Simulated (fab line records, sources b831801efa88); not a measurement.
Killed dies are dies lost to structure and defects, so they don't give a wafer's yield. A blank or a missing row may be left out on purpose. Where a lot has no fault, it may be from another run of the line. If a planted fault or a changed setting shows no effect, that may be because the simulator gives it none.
fab line records	flow sky130
[record] lots = 6	wafers = 18	last_day = 50
route steps=708 shown LI_CONTACT@375 LOCAL_INTERCONNECT@387 CONTACT@406 PAD_OPEN@708
lots with no fault: from the same line, run without faults
start_h: start of the lot's first displayed wafer, in hours after the record's first day	wait_h: hours from the lot's prior step to this one	" identical to the entry in the row above	L1.1+2: one row covering several wafers at once	- no value, or no start was given	* or withheld: withheld	< > ~ a bound
route shown NAME@n: names a module that has steps shown in the file, with the first one's number in the route	usual: mean and standard deviation over wafers with no fault	same: alike in all rows	chamber/n: place in a boat	sites: readings site by site	_std_site: standard deviation of those values	_edge_site: outer sites' mean less inner sites'	radius_mm: for every site, how far away it sits from the centre of the wafer	mask NAME#n: copy n	behind: the tool/chamber that last shaped the wafer	hold: cause of the lot's hold/its duration in hours/its outcome	device: the n, p or np transistor that did not switch	end of line: tests run on the same wafers once the route is complete	step lacking rows: just its recipe	killed: at the first sort, the dies lost to defects and structure; wafer yield is something else	map: a wafer's dies, marking killed ones x, the rest . and places with no die _
set.NAME: the setting the step ran with; set.NAME@STEP: the setting that earlier step ran with	model.NAME: the simulator's own value behind a step, which no gauge read
lots at selected steps of the route; one table per step, one row per wafer
services: the hour from which a tool's chamber was out of use, counted from the record's first day as start_h (under 0 if before that day), plus the number of hours and why
[[steps]]
[step SKY_LI_CONTACT_OVL_MEAS_13]
[usual] LI_CONTACT_OVL = -6/5.5
lot.wafer	tool	chamber	start_h	wait_h	LI_CONTACT_OVL[nm]
L347.2	overlay-01	-	747.88	0.1	-8
L347.4	"	-	"	"	-2
L347.5	"	-	"	"	-8
L348.2	overlay-02	-	758.96	0.1	10
L348.3	"	-	"	"	6
L348.6	"	-	"	"	-1
L350.1	overlay-02	-	779.10	0.1	-9
L350.2	"	-	"	"	-11
L350.5	"	-	"	"	-4
L351.2	overlay-01	-	780.88	0.1	-14
L351.3	"	-	"	"	-5
L351.4	"	-	"	"	-14
L359.1	overlay-01	-	821.91	0.1	0
L359.4	"	-	"	"	-10
L359.5	"	-	"	"	-2
L362.2	overlay-01	-	841.74	0.1	-7
L362.4	"	-	"	"	-10
L362.6	"	-	"	"	-8
[step SKY_LI_CONTACT_ETCH_14]
[recipe] chemistry = N2/H2	target = BARC	ion_energy_ev = 200	source_w = 500	bias_w = 100	pressure_mtorr = 30	n2_flow_sccm = 100	h2_flow_sccm = 200	stop_on = SiO2	time_s = 45.9	target_depth_a = 600
[usual] drypump_motor_current_A = 5.9/0.48	oes_product_au = 0.855/0.0044	throttle_valve_pct = 13.225/0.0092
lot.wafer	tool	chamber	start_h	wait_h	drypump_motor_current_A	oes_product_au	rf_hours_counter_h	throttle_valve_pct
L347.2	rie_diel-01	2	747.91	0.0	5.7	0.855	7	13.211
L347.4	"	3	"	"	6.7	0.852	11	13.231
L347.5	"	0	"	"	5.3	0.850	-	13.228
L348.2	rie_diel-04	2	758.99	0.0	6.4	0.848	5	13.225
L348.3	"	1	"	"	5.6	0.860	12	13.229
L348.6	"	1	"	"	5.7	0.850	-	13.224
L350.1	rie_diel-01	2	779.14	0.0	5.6	0.857	7	13.227
L350.2	"	1	"	"	5.4	0.864	15	13.242
L350.5	"	0	"	"	5.2	0.858	-	13.231
L351.2	rie_diel-04	2	780.91	0.0	6.4	0.856	6	13.236
L351.3	"	3	"	"	6.6	0.860	0	13.218
L351.4	"	3	"	"	6.6	0.854	-	13.228
L359.1	rie_diel-04	0	821.94	0.0	5.6	0.856	1	13.224
L359.4	"	1	"	"	5.6	0.853	15	13.233
L359.5	"	1	"	"	5.6	0.861	-	13.216
L362.2	rie_diel-02	2	841.77	0.0	6.4	0.849	14	13.214
L362.4	"	3	"	"	6.4	0.849	0	13.233
L362.6	"	1	"	"	6.1	0.847	-	13.230
[step SKY_LI_CONTACT_ETCH_15]
[recipe] target = PSG	chemistry = C4F8/O2/Ar	stop_on = Si	taper_deg = 4.15	mask_material = KrF-thick	source_w = 1500	bias_w = 1200	pressure_mtorr = 40	c4f8_flow_sccm = withheld	O2_flow_sccm = 6	Ar_flow_sccm = 300	time_s = withheld	target_depth_a = 6000
[usual] oes_product_au = 0.838/0.0041
lot.wafer	tool	chamber	start_h	wait_h	oes_product_au
L347.2	rie_diel-01	2	747.95	0.0	0.839
L347.4	"	3	"	"	0.841
L347.5	"	0	"	"	0.841
L348.2	rie_diel-04	2	759.03	0.0	0.835
L348.3	"	1	"	"	0.842
L348.6	"	1	"	"	0.834
L350.1	rie_diel-01	2	779.18	0.0	0.838
L350.2	"	1	"	"	0.836
L350.5	"	0	"	"	0.830
L351.2	rie_diel-04	2	780.96	0.0	0.833
L351.3	"	3	"	"	0.837
L351.4	"	3	"	"	0.834
L359.1	rie_diel-04	0	821.98	0.0	0.834
L359.4	"	1	"	"	0.833
L359.5	"	1	"	"	0.842
L362.2	rie_diel-02	2	841.81	0.0	0.845
L362.4	"	3	"	"	0.835
L362.6	"	1	"	"	0.833
[step SKY_LI_CONTACT_STRIP_16]
[recipe] chemistry = O2/N2	power_w = 1400	pressure_mtorr = 1500	platen_temp_c = withheld	o2_flow_sccm = 3000	n2_flow_sccm = 300	overash_fraction = 0.5
[step SKY_LI_CONTACT_CLEAN_17]
[recipe] chemistry = NMP	time_s = 600	temp_c = 60	dry = n2_spin
[step SKY_LI_CONTACT_PRE_CLEAN_18]
[recipe] gas = Ar	time_s = 5.6	bias_v = 358
[step SKY_LI_CONTACT_SPUTTER_19]
[recipe] material = Ti	target_thk_nm = 20	chamber_pressure_pa = 5	power_w = 2500	substrate_temp_c = 200	time_s = 106.37
[usual] throttle_valve_pct = 29.9/1.2
lot.wafer	tool	chamber	start_h	wait_h	throttle_valve_pct
L347.2	pvd_sputter-01	-	748.33	0.0	28.3
L347.4	"	-	"	"	31.7
L347.5	"	-	"	"	28.5
L348.2	pvd_sputter-01	-	759.41	0.0	30.0
L348.3	"	-	"	"	30.5
L348.6	"	-	"	"	30.0
L350.1	pvd_sputter-03	-	779.56	0.0	28.3
L350.2	"	-	"	"	30.7
L350.5	"	-	"	"	30.9
L351.2	pvd_sputter-01	-	781.34	0.0	28.4
L351.3	"	-	"	"	30.3
L351.4	"	-	"	"	29.6
L359.1	pvd_sputter-03	-	822.38	0.0	29.7
L359.4	"	-	"	"	31.1
L359.5	"	-	"	"	28.2
L362.2	pvd_sputter-04	-	842.19	0.0	28.6
L362.4	"	-	"	"	28.4
L362.6	"	-	"	"	29.1
[step SKY_LI_CONTACT_SPUTTER_20]
[recipe] material = TiN	target_thk_nm = 20	chamber_pressure_pa = 5	power_w = 4000	time_s = 80
[step SKY_LI_CONTACT_CVD_21]
[recipe] material = W	target_thk_nm = 400	time_s = 120.56	temp_c = 400	pressure_torr = 40
[step SKY_LI_CONTACT_RS_MEAS_22]
[recipe] thk_meas_gauge = four-point-probe	reads = W_of_LI_CONTACT_CVD_21+TiN_of_LI_CONTACT_SPUTTER_20+Ti_of_LI_CONTACT_SPUTTER_19
[usual] LI_CONTACT_W_RS = 0.285/0.0054
lot.wafer	tool	chamber	start_h	wait_h	LI_CONTACT_W_RS[ohm/sq]
L347.2	film_metro-04	-	748.61	0.1	0.294
L347.4	"	-	"	"	0.293
L347.5	"	-	"	"	0.292
L348.2	film_metro-02	-	759.70	0.1	0.278
L348.3	"	-	"	"	0.282
L348.6	"	-	"	"	0.285
L350.1	film_metro-04	-	779.83	0.1	0.276
L350.2	"	-	"	"	0.292
L350.5	"	-	"	"	0.280
L351.2	film_metro-01	-	781.62	0.1	0.290
L351.3	"	-	"	"	0.289
L351.4	"	-	"	"	0.284
L359.1	film_metro-01	-	822.64	0.1	0.277
L359.4	"	-	"	"	0.285
L359.5	"	-	"	"	0.287
L362.2	film_metro-01	-	842.47	0.1	0.285
L362.4	"	-	"	"	0.285
L362.6	"	-	"	"	0.284
[step SKY_LI_CONTACT_THK_MEAS_23]
[recipe] thk_meas_gauge = xrf	reads = W_of_LI_CONTACT_CVD_21
[usual] LI_CONTACT_W_THK = 387/7.5
lot.wafer	tool	chamber	start_h	wait_h	LI_CONTACT_W_THK[nm]
L347.2	film_metro-04	-	748.72	0.1	372
L347.4	"	-	"	"	374
L347.5	"	-	"	"	376
L348.2	film_metro-02	-	759.81	0.1	398
L348.3	"	-	"	"	394
L348.6	"	-	"	"	389
L350.1	film_metro-04	-	779.95	0.1	403
L350.2	"	-	"	"	385
L350.5	"	-	"	"	398
L351.2	film_metro-01	-	781.73	0.1	380
L351.3	"	-	"	"	380
L351.4	"	-	"	"	388
L359.1	film_metro-01	-	822.76	0.1	396
L359.4	"	-	"	"	389
L359.5	"	-	"	"	385
L362.2	film_metro-01	-	842.58	0.1	385
L362.4	"	-	"	"	385
L362.6	"	-	"	"	386
[step SKY_LI_CONTACT_CMP_24]
[recipe] stop_on = PSG	t_overpolish_s = 20	down_force_psi = 3.5	platen_rpm = 60	target_thk_nm = 0	pad_velocity_m_s = 0.94248
[step SKY_LOCAL_INTERCONNECT_SPUTTER_00]
[recipe] material = TiN	target_thk_nm = 100	temp_c = 300	power_w = 6500	time_s = 83.3	chamber_pressure_pa = 0.4
[usual] throttle_valve_pct = 29.8/1.2
lot.wafer	tool	chamber	start_h	wait_h	throttle_valve_pct
L347.2	pvd_sputter-02	-	749.07	0.2	29.9
L347.4	"	-	"	"	29.3
L347.5	"	-	"	"	31.3
L348.2	pvd_sputter-02	-	760.33	0.1	29.2
L348.3	"	-	"	"	31.4
L348.6	"	-	"	"	31.4
L350.1	pvd_sputter-02	-	780.31	0.2	31.3
L350.2	"	-	"	"	29.4
L350.5	"	-	"	"	31.5
L351.2	pvd_sputter-03	-	782.08	0.2	31.2
L351.3	"	-	"	"	31.0
L351.4	"	-	"	"	29.5
L359.1	pvd_sputter-02	-	823.12	0.2	30.0
L359.4	"	-	"	"	29.1
L359.5	"	-	"	"	29.2
L362.2	pvd_sputter-02	-	842.93	0.1	29.7
L362.4	"	-	"	"	29.3
L362.6	"	-	"	"	29.5
[step SKY_LOCAL_INTERCONNECT_RS_MEAS_01]
[recipe] thk_meas_gauge = four-point-probe	reads = TiN_of_LOCAL_INTERCONNECT_SPUTTER_00
[usual] LOCAL_INTERCONNECT_TIN_RS = 14.11/0.13
lot.wafer	tool	chamber	start_h	wait_h	LOCAL_INTERCONNECT_TIN_RS[ohm/sq]
L347.2	film_metro-01	-	749.16	0.1	14.23
L347.4	"	-	"	"	14.02
L347.5	"	-	"	"	14.13
L348.2	film_metro-02	-	760.41	0.1	13.96
L348.3	"	-	"	"	13.80
L348.6	"	-	"	"	13.78
L350.1	film_metro-01	-	780.37	0.0	13.89
L350.2	"	-	"	"	14.03
L350.5	"	-	"	"	14.18
L351.2	film_metro-02	-	782.16	0.1	14.03
L351.3	"	-	"	"	14.32
L351.4	"	-	"	"	14.14
L359.1	film_metro-01	-	823.18	0.0	14.03
L359.4	"	-	"	"	14.11
L359.5	"	-	"	"	13.99
L362.2	film_metro-01	-	843.01	0.1	14.20
L362.4	"	-	"	"	14.03
L362.6	"	-	"	"	14.02
[step SKY_LOCAL_INTERCONNECT_THK_MEAS_02]
[recipe] thk_meas_gauge = xrf	reads = TiN_of_LOCAL_INTERCONNECT_SPUTTER_00
[usual] LOCAL_INTERCONNECT_TIN_THK = 98.1/0.88
lot.wafer	tool	chamber	start_h	wait_h	LOCAL_INTERCONNECT_TIN_THK[nm]
L347.2	film_metro-01	-	749.27	0.1	97.0
L347.4	"	-	"	"	98.1
L347.5	"	-	"	"	98.0
L348.2	film_metro-02	-	760.52	0.1	99.5
L348.3	"	-	"	"	100.8
L348.6	"	-	"	"	100.5
L350.1	film_metro-01	-	780.49	0.1	98.8
L350.2	"	-	"	"	97.8
L350.5	"	-	"	"	97.6
L351.2	film_metro-02	-	782.27	0.1	98.6
L351.3	"	-	"	"	97.0
L351.4	"	-	"	"	97.7
L359.1	film_metro-01	-	823.30	0.1	98.4
L359.4	"	-	"	"	97.9
L359.5	"	-	"	"	99.1
L362.2	film_metro-01	-	843.12	0.1	97.5
L362.4	"	-	"	"	98.8
L362.6	"	-	"	"	99.2
[step SKY_LOCAL_INTERCONNECT_DEHYDRATE_03]
[recipe] temp_c = 200	time_s = 60
[step SKY_LOCAL_INTERCONNECT_HMDS_04]
[recipe] prime_time_s = 60	prime_temp_c = 120
[step SKY_LOCAL_INTERCONNECT_COAT_05]
[recipe] resist = BARC	temp_c = withheld	time_s = withheld	spin_rpm = 3000	resist_thk_nm = 60
[step SKY_LOCAL_INTERCONNECT_COAT_06]
[recipe] resist = KrF-thick	spin_rpm = 3000	resist_thk_nm = 450
[step SKY_LOCAL_INTERCONNECT_SOFTBAKE_07]
[recipe] temp_c = 100	time_s = 90	resist = KrF-thick
[step SKY_LOCAL_INTERCONNECT_EXPOSE_08]
[recipe] mask_id = LI1M	na = 0.8	source_shape = annular	sigma_inner = 0.55	sigma_outer = 0.85	target_cd_nm = 170	dose_mj = 28
[step SKY_LOCAL_INTERCONNECT_PEB_09]
[recipe] peb_temp_c = withheld	peb_time_s = withheld	resist = KrF-thick
[step SKY_LOCAL_INTERCONNECT_DEVELOP_10]
[recipe] develop_time_s = 60	resist = KrF-thick	dev_temp_c = 21
[step SKY_LOCAL_INTERCONNECT_CD_MEAS_11]
[recipe] target_cd_nm = 170
[usual] cd_nm = 169.6/1.7
lot.wafer	tool	chamber	start_h	wait_h	cd_nm
L347.2	cd_sem-01	-	775.45	-	170.5
L347.4	"	-	"	"	169.8
L347.5	"	-	"	"	170.5
L348.2	cd_sem-01	-	786.83	-	167.4
L348.3	"	-	"	"	167.4
L348.6	"	-	"	"	168.1
L350.1	cd_sem-02	-	805.99	-	171.0
L350.2	"	-	"	"	171.4
L350.5	"	-	"	"	169.4
L351.2	cd_sem-02	-	807.28	-	170.0
L351.3	"	-	"	"	170.2
L351.4	"	-	"	"	168.3
L359.1	cd_sem-02	-	850.34	-	170.0
L359.4	"	-	"	"	168.4
L359.5	"	-	"	"	169.3
L362.2	cd_sem-02	-	868.90	-	167.9
L362.4	"	-	"	"	169.1
L362.6	"	-	"	"	170.6
[step SKY_LOCAL_INTERCONNECT_OVL_MEAS_12]
[usual] LOCAL_INTERCONNECT_OVL = -2/5.5
lot.wafer	tool	chamber	start_h	wait_h	LOCAL_INTERCONNECT_OVL[nm]
L347.2	overlay-01	-	775.56	0.1	6
L347.4	"	-	"	"	1
L347.5	"	-	"	"	-5
L348.2	overlay-01	-	786.94	0.1	-13
L348.3	"	-	"	"	-10
L348.6	"	-	"	"	-10
L350.1	overlay-02	-	806.11	0.1	-2
L350.2	"	-	"	"	-9
L350.5	"	-	"	"	-3
L351.2	overlay-02	-	807.39	0.1	2
L351.3	"	-	"	"	0
L351.4	"	-	"	"	2
L359.1	overlay-01	-	850.46	0.1	-7
L359.4	"	-	"	"	4
L359.5	"	-	"	"	2
L362.2	overlay-02	-	869.01	0.1	-13
L362.4	"	-	"	"	-7
L362.6	"	-	"	"	-7
[step SKY_LOCAL_INTERCONNECT_ETCH_13]
[recipe] chemistry = N2/H2	target = BARC	ion_energy_ev = 200	bias_w = 100	pressure_mtorr = 30	n2_flow_sccm = 100	h2_flow_sccm = 200	icp_w = 500	stop_on = SiO2	time_s = 45.9	target_depth_a = 600
[step SKY_LOCAL_INTERCONNECT_METAL_ETCH_14]
[recipe] target_depth_nm = 110	stop_on = PSG	chemistry = Cl2/BCl3	target = TiN	resist_sidewall_deg = 88	pressure_mtorr = 10	icp_w = 900	bias_w = 48.5	Cl2_flow_sccm = 60	bcl3_flow_sccm = 30	time_s = 31.4
[usual] drypump_motor_current_A = 5.9/0.37	he_backside_leak_sccm = 3.42/0.28	oes_product_au = 0.941/0.0064	throttle_valve_pct = 21.902/0.0094
lot.wafer	tool	chamber	start_h	wait_h	drypump_motor_current_A	he_backside_leak_sccm	oes_product_au	rf_hours_counter_h	throttle_valve_pct
L347.2	rie_metal-04	0	775.65	0.0	6.2	3.31	0.937	10	21.912
L347.4	"	1	"	"	5.2	3.59	0.943	-	21.913
L347.5	"	0	"	"	6.2	3.15	0.941	-	21.900
L348.2	rie_metal-04	1	787.03	0.0	5.2	3.41	0.944	6	21.882
L348.3	"	1	"	"	5.1	3.47	0.954	-	21.883
L348.6	"	1	"	"	5.2	3.50	0.958	-	21.885
L350.1	rie_metal-02	1	806.27	0.1	6.1	3.54	0.948	17	21.885
L350.2	"	1	"	"	6.1	3.33	0.950	-	21.885
L350.5	"	1	"	"	6.1	3.44	0.941	-	21.906
L351.2	rie_metal-04	1	807.48	0.0	5.2	3.39	0.945	7	21.906
L351.3	"	0	"	"	6.2	3.21	0.936	-	21.900
L351.4	"	1	"	"	5.1	3.34	0.934	-	21.903
L359.1	rie_metal-04	1	850.55	0.0	5.1	3.36	0.939	8	21.904
L359.4	"	0	"	"	6.2	3.23	0.946	-	21.903
L359.5	"	1	"	"	5.1	3.55	0.944	-	21.889
L362.2	rie_metal-03	0	869.10	0.0	5.8	3.57	0.936	17	21.898
L362.4	"	0	"	"	5.9	3.61	0.935	-	21.910
L362.6	"	0	"	"	5.9	3.59	0.943	-	21.888
[step SKY_LOCAL_INTERCONNECT_STRIP_15]
[recipe] chemistry = O2/N2	power_w = 1400	pressure_mtorr = 1500	platen_temp_c = withheld	o2_flow_sccm = 3000	n2_flow_sccm = 300	overash_fraction = 0.5
[usual] drypump_motor_current_A = 5.8/0.32	oes_product_au = 0.427/0.0046	strip_time_to_endpoint_s = 4.733/0.022
lot.wafer	tool	chamber	start_h	wait_h	drypump_motor_current_A	oes_product_au	rf_hours_counter_h	strip_time_to_endpoint_s
L347.2	plasma_asher-04	1	775.71	0.0	5.3	0.429	63	4.733
L347.4	"	0	"	"	5.8	0.428	-	4.722
L347.5	"	1	"	"	5.3	0.432	-	4.756
L348.2	plasma_asher-01	0	787.08	0.0	5.7	0.431	4	4.773
L348.3	"	1	"	"	6.2	0.427	-	4.769
L348.6	"	0	"	"	5.7	0.425	-	4.755
L350.1	plasma_asher-01	0	806.37	0.1	5.7	0.430	6	4.742
L350.2	"	1	"	"	6.1	0.429	6	4.773
L350.5	"	1	"	"	6.2	0.425	-	4.740
L351.2	plasma_asher-04	0	807.53	0.0	5.8	0.425	67	4.745
L351.3	"	0	"	"	5.8	0.435	-	4.743
L351.4	"	1	"	"	5.4	0.427	-	4.740
L359.1	plasma_asher-04	1	850.61	0.0	5.3	0.421	71	4.728
L359.4	"	1	"	"	5.4	0.427	-	4.721
L359.5	"	0	"	"	5.8	0.424	-	4.732
L362.2	plasma_asher-02	1	869.15	0.0	5.5	0.426	43	4.750
L362.4	"	1	"	"	5.4	0.422	-	4.743
L362.6	"	1	"	"	5.5	0.426	-	4.756
[step SKY_LOCAL_INTERCONNECT_STRIP_16]
[recipe] chemistry = post_etch_residue_remover	time_s = 1200	temp_c = 72.5
[step SKY_LOCAL_INTERCONNECT_CLEAN_17]
[recipe] chemistry = IPA	time_s = 180	temp_c = 25
[step SKY_LOCAL_INTERCONNECT_CLEAN_18]
[recipe] chemistry = O3/DIW	dry = n2_spin
[step SKY_CONTACT_CVD_00]
[recipe] material = Si3N4	target_thk_nm = 75	temp_c = 400	time_s = withheld	rf_w = 450
[step SKY_CONTACT_THK_MEAS_01]
[recipe] reads = Si3N4_of_CONTACT_CVD_00
[usual] CONTACT_CVD_00_THK = 75.2/1.1
lot.wafer	tool	chamber	start_h	wait_h	CONTACT_CVD_00_THK[nm]
L347.2	film_metro-02	-	776.42	-	75.1
L347.4	"	-	"	"	75.4
L347.5	"	-	"	"	75.3
L348.2	film_metro-02	-	787.72	-	74.4
L348.3	"	-	"	"	73.6
L348.6	"	-	"	"	75.6
L350.1	film_metro-02	-	806.99	-	75.3
L350.2	"	-	"	"	74.6
L350.5	"	-	"	"	75.7
L351.2	film_metro-03	-	808.17	-	75.3
L351.3	"	-	"	"	74.5
L351.4	"	-	"	"	75.9
L359.1	film_metro-03	-	851.24	-	73.0
L359.4	"	-	"	"	75.1
L359.5	"	-	"	"	75.3
L362.2	film_metro-03	-	869.83	-	74.8
L362.4	"	-	"	"	75.1
L362.6	"	-	"	"	75.8
[step SKY_CONTACT_HDPCVD_02]
[recipe] material = SiO2	target_thk_nm = 565	sigma_open_frac = 0.3	time_s = 94.2	temp_c = 600	sih4_flow_sccm = 60	pressure_mtorr = 6
[step SKY_CONTACT_THK_MEAS_03]
[recipe] reads = SiO2_of_CONTACT_HDPCVD_02
[usual] CONTACT_HDPCVD_THK = 566/5.1
lot.wafer	tool	chamber	start_h	wait_h	CONTACT_HDPCVD_THK[nm]
L347.2	film_metro-04	-	776.55	0.0	553
L347.4	"	-	"	"	563
L347.5	"	-	"	"	559
L348.2	film_metro-03	-	787.85	0.0	567
L348.3	"	-	"	"	567
L348.6	"	-	"	"	576
L350.1	film_metro-03	-	807.12	0.0	574
L350.2	"	-	"	"	564
L350.5	"	-	"	"	559
L351.2	film_metro-03	-	808.30	0.0	569
L351.3	"	-	"	"	571
L351.4	"	-	"	"	569
L359.1	film_metro-04	-	851.37	0.0	563
L359.4	"	-	"	"	558
L359.5	"	-	"	"	560
L362.2	film_metro-02	-	869.96	0.0	562
L362.4	"	-	"	"	566
L362.6	"	-	"	"	562
[step SKY_CONTACT_CMP_04]
[recipe] material = SiO2	down_force_psi = 4	platen_rpm = 60	pad_velocity_m_s = 0.94248
[step SKY_CONTACT_BOW_MEAS_05]
[recipe] mode = bow
[usual] CONTACT_BOW = 82/6.6
lot.wafer	tool	chamber	start_h	wait_h	CONTACT_BOW[um]
L347.2	film_metro-03	-	776.92	0.2	82
L347.4	"	-	"	"	83
L347.5	"	-	"	"	79
L348.2	film_metro-02	-	788.22	0.3	89
L348.3	"	-	"	"	81
L348.6	"	-	"	"	85
L350.1	film_metro-03	-	807.48	0.2	81
L350.2	"	-	"	"	90
L350.5	"	-	"	"	96
L351.2	film_metro-03	-	808.91	0.1	82
L351.3	"	-	"	"	88
L351.4	"	-	"	"	72
L359.1	film_metro-03	-	851.73	0.2	79
L359.4	"	-	"	"	86
L359.5	"	-	"	"	76
L362.2	film_metro-02	-	870.33	0.1	73
L362.4	"	-	"	"	82
L362.6	"	-	"	"	78
[step SKY_CONTACT_DEHYDRATE_06]
[recipe] temp_c = 200	time_s = 60
[step SKY_CONTACT_HMDS_07]
[recipe] prime_time_s = 60	prime_temp_c = 120
[step SKY_CONTACT_COAT_08]
[recipe] resist = BARC	temp_c = withheld	time_s = withheld	spin_rpm = 3000	resist_thk_nm = 60
[step SKY_CONTACT_COAT_09]
[recipe] resist = KrF-thick	spin_rpm = 3000	resist_thk_nm = 450
[step SKY_CONTACT_SOFTBAKE_10]
[recipe] temp_c = 100	time_s = 90	resist = KrF-thick
[step SKY_PAD_OPEN_PROBE_99]
[usual] killed_at_M0_to_M3 = 43/6.8	killed_at_M4_up = 3.2/1.8	killed_at_contacts = 24/6.2	killed_at_front_end = 15/4.7	killed_at_other = 0.4/0.63	killed_dies = 86/9.6	killed_open = 47/6.9	killed_short = 39/6.3
[same] gross_dies = 492	killed_at_back_side = 0
lot.wafer	tool	chamber	start_h	wait_h	killed_at_M0_to_M3	killed_at_M4_up	killed_at_contacts	killed_at_front_end	killed_at_other	killed_dies	killed_open	killed_short
L351.2	prober-02	-	1149.58	0.1	46	3	29	19	2	99	52	46
L351.3	prober-02	-	1149.63	0.2	52	2	28	16	0	98	54	44
L351.4	prober-02	-	1149.68	0.2	35	5	19	26	1	86	47	39
L359.1	prober-02	-	1178.08	0.1	52	0	24	21	2	99	51	48
L359.4	prober-02	-	1178.23	0.2	48	5	55	13	0	121	37	48
L359.5	prober-02	-	1178.28	0.2	47	1	55	9	1	113	47	35
L362.4	prober-01	-	1191.88	0.2	38	1	57	24	1	121	55	27
L362.6	prober-01	-	1191.98	0.2	28	2	56	16	0	102	41	24
// killed by level:class
L351.2 VIA1:geometric_particle:open=16 CONTACT:geometric_particle:open=10 METAL2:geometric_particle:short=8 VIA2:geometric_particle:open=7 POLY_GATE:geometric_particle:open=6 CONTACT:geometric_particle:short=6 FIELD_ISO:geometric_particle:short=5 LI_CONTACT:geometric_particle:open=5
L351.3 VIA1:geometric_particle:open=11 LI_CONTACT:geometric_particle:open=10 VIA2:geometric_particle:open=9 CONTACT:geometric_particle:open=6 POLY_GATE:geometric_particle:open=6 VIA2:geometric_particle:short=6 METAL1:geometric_particle:short=6 LOCAL_INTERCONNECT:geometric_particle:short=5
L351.4 VIA1:geometric_particle:open=10 FIELD_ISO:geometric_particle:open=8 POLY_GATE:geometric_particle:open=7 CONTACT:geometric_particle:open=7 METAL1:geometric_particle:short=7 LI_CONTACT:geometric_particle:open=6 METAL4:geometric_particle:short=5 METAL2:geometric_particle:short=5
L359.1 VIA2:geometric_particle:open=10 CONTACT:geometric_particle:open=9 VIA1:geometric_particle:open=9 FIELD_ISO:geometric_particle:open=7 LOCAL_INTERCONNECT:geometric_particle:short=7 METAL1:geometric_particle:short=7 VIA2:geometric_particle:short=7 VIA3:geometric_particle:open=6
L359.4 LOCAL_INTERCONNECT:unspecified=36 METAL2:geometric_particle:short=8 LI_CONTACT:geometric_particle:open=6 METAL1:geometric_particle:short=6 VIA3:geometric_particle:open=6 VIA2:geometric_particle:short=5 CONTACT:geometric_particle:open=5 VIA2:geometric_particle:open=5
L359.5 LOCAL_INTERCONNECT:unspecified=31 VIA1:geometric_particle:open=12 VIA3:geometric_particle:open=12 CONTACT:geometric_particle:open=11 CONTACT:geometric_particle:short=7 METAL1:geometric_particle:short=7 VIA1:geometric_particle:short=6 LOCAL_INTERCONNECT:geometric_particle:short=4
L362.4 LOCAL_INTERCONNECT:unspecified=38 VIA1:geometric_particle:open=10 FIELD_ISO:geometric_particle:open=9 VIA2:geometric_particle:open=9 CONTACT:geometric_particle:open=8 VIA3:geometric_particle:open=8 FIELD_ISO:geometric_particle:short=5 LI_CONTACT:geometric_particle:open=5
L362.6 LOCAL_INTERCONNECT:unspecified=37 VIA1:geometric_particle:open=10 LI_CONTACT:geometric_particle:open=6 CONTACT:geometric_particle:open=6 VIA3:geometric_particle:open=5 FIELD_ISO:geometric_particle:open=4 POLY_GATE:geometric_particle:open=4 POLY_GATE:geometric_particle:short=4
// map L359.4 (x killed, . not)
__________xxxxxx..x._________
________.xxxxxxxxxx..._______
______....xxxxxxxxx....._____
_____.....xxxxxxx..x.....____
____.......xxxxxxx.x.xx.x.___
___xx...x.xx.xx....x......x__
__...xxx.....x..........x..._
_....x.x..........x.x..x.x...
_.x........x..x...........x..
_.x....x.x.x...........x..x..
_x.........x.x......x........
_.......x.....x....xx........
_......xx..x..........x.xx...
_...x.............xx......x..
_.xxx...x..............xx.x.x
__...x.......x...........x.._
___.x.x............x.x.....__
____.........x....x.x.....___
_____.......x..x....x...x____
______.................x_____
________.....xx......._______
__________.x.x....x._________
// map L362.4 (x killed, . not)
__________..xxxxx.x._________
________x..xxxxxx.x..._______
______...xxxxxxxxx.x.xx._____
_____..x.xxxxxx.x..xx.x..____
____.......xxxxxx.....x..x___
___..x...xxxxx.x..x........__
__..x..x...x.x.x..x...x.x.xx_
_..x.............xx.........x
_......xx.xx....x.x..x....x..
_...........x......xx.xx.....
_......x...................x.
_.x...........x.....x......x.
_...x...x..x......x..........
_x.....x......x...xx...x.x...
_..........x.......x...x.....
__..x..xx....x..x.x........._
___.........x..............__
____...........x......x...___
_____xx.....x..x.x...x...____
______.......xx........._____
________..........xx.._______
__________.xx......._________
[[services]]
tool	chamber	start_h	hours	kind
rie_metal-03	-	730.67	0.6	repair
plasma_asher-01	-	733.75	9.0	pm
pvd_sputter-01	-	742.84	2.4	repair
rie_metal-03	-	746.87	1.4	pm
rie_diel-04	3	747.52	-	clean
rie_diel-04	3	747.52	20.7	scheduled_down
rie_diel-04	3	747.52	20.7	vent_cycle
rie_diel-04	2	761.99	6.4	repair
rie_diel-02	-	780.89	0.5	repair
pvd_sputter-04	-	783.67	8.1	repair
rie_diel-01	0	784.14	9.5	repair
rie_metal-04	-	787.46	0.1	repair
pvd_sputter-03	-	789.45	3.3	repair
rie_diel-01	-	791.67	2.8	pm
rie_diel-02	2	814.58	6.8	repair
rie_diel-01	0	818.92	8.0	repair
pvd_sputter-01	-	831.39	9.1	repair
rie_metal-04	-	835.32	0.7	repair
pvd_sputter-01	-	837.31	6.6	repair
plasma_asher-01	-	838.92	3.3	repair
pvd_sputter-01	-	854.90	13.0	repair
rie_metal-02	1	863.70	17.8	repair
rie_diel-04	0	866.89	2.3	repair
rie_diel-02	2	867.48	40.0	repair
[[key]]
[first_sign] step = SKY_PAD_OPEN_PROBE_99	reading = killed_at_contacts	direction = up	sigmas = 5.1	usual = 24	struck = 56
[effect] step = SKY_PAD_OPEN_PROBE_99	reading = killed_dies	direction = up	sigmas = 2.9	usual = 86	struck = 114
met_at SKY_LOCAL_INTERCONNECT_SPUTTER_00
struck_wafers L359.4,L359.5,L362.4,L362.6
tester_left_out L359,L362
onset_between 780.31 823.12
[fault] kind = chamber_particle_source	tool = pvd_sputter-02	chamber = -	onset_h = 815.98	steps = SKY_LOCAL_INTERCONNECT_SPUTTER_00	rate_per_visit_cm2 = 0.39842	end_h = 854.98	scope = struck_wafers_only
// tester_left_out: of these lots the tester's yield and bins aren't shown, on N5 and GAA mostly nor the transistor test; their killed dies are dies lost to structure and defects alone, not to doping, threshold or leakage, so they don't give the yield
